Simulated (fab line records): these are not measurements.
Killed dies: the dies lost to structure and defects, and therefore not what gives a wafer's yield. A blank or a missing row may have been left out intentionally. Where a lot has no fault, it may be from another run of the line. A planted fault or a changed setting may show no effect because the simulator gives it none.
A lot that was struck, set against a sound lot || flow sky130 || 14 steps out of a route of 708
Sound: these wafers, L789.2, L789.3, L789.6. Struck: wafers L794.1, L794.2, L794.4. Last of all comes the cause.
For every step that has rows: the tool of each side, followed by ch and its chambers, followed by its first start. Under that, the readings that differ: sound wafers || struck wafers || difference of the means || sigmas: that difference in standard deviations of wafers without a fault.
alike: a reading whose means differ by less than 2 such deviations, as well as words and numbers matching on both sides. not compared: withheld readings; readings where some wafer has no value; bounds like >300 that might hide an equal value; numbers whose values overlap and for which the record gives no deviation.
Wherever a step has rows on one side only, a row that says differs or no value, or a row with sigmas, the two part there. When numbers do not overlap yet have no deviation, they are printed without sigmas and do not part them. Lack of a reading on every wafer of one side parts them only where that side has two or more wafers.

first, 1 step without rows for these wafers: SKY_CAPM_DEVELOP_11 (develop time 60 s).
SKY_CAPM_OVL_MEAS_12:
  sound on overlay-02 at day 38 09:17; struck on overlay-01 at day 39 23:53
  alike: CAPM_OVL
SKY_CAPM_METAL_ETCH_13: etches TiN in Cl2/BCl3, stops on SiO2, target depth 220 nm, time 62.9 s.
  sound on rie metal-03 ch 1, day 38 09:19; struck on rie metal-03 ch 0,1, day 39 23:55
  alike: drypump motor current A, oes product au, throttle valve pct
  not compared: rf hours counter h
SKY_CAPM_STRIP_14: strips in O2/N2.
  sound on plasma asher-03 ch 0,1, day 38 09:23; struck on plasma asher-02 ch 0,1, day 40 00:00
  alike: drypump motor current A, oes product au, strip time to endpoint s
  not compared: rf hours counter h
then, 8 steps without rows for these wafers: SKY_CAPM_STRIP_15 (strips in post etch residue remover, time 1200 s); SKY_CAPM_CLEAN_16 (cleans in IPA, time 180 s); SKY_CAPM_CLEAN_17 (cleans in O3/DIW); SKY_METAL3_DEHYDRATE_05 (time 60 s); SKY_METAL3_HMDS_06 (prime time 60 s); SKY_METAL3_COAT_07 (resist thk 60 nm); SKY_METAL3_COAT_08 (resist thk 1140 nm); SKY_METAL3_SOFTBAKE_09 (time 90 s).
SKY_METAL3_EXPOSE_10: exposes mask MM3, target cd 300 nm.
  struck on krf scanner-01, day 40 13:36; sound on krf scanner-01 ch 0, day 38 22:44
  no value came back on the struck wafers for exposure dose mJ cm2, focus offset nm (nm), na, reticle temp C (C); on the sound wafers exposure dose mJ cm2 reads 27.993 27.967 28.038
  alike: mask
following that, these wafers have no rows for 1 step: SKY_METAL3_PEB_11.

== WHERE THEY PART ==
SKY_METAL3_EXPOSE_10 only, going by this record.

WHY: whatever the simulator had introduced
Step skipped in full: krf scanner-01, at SKY_METAL3_EXPOSE_10, from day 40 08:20 onward. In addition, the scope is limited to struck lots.
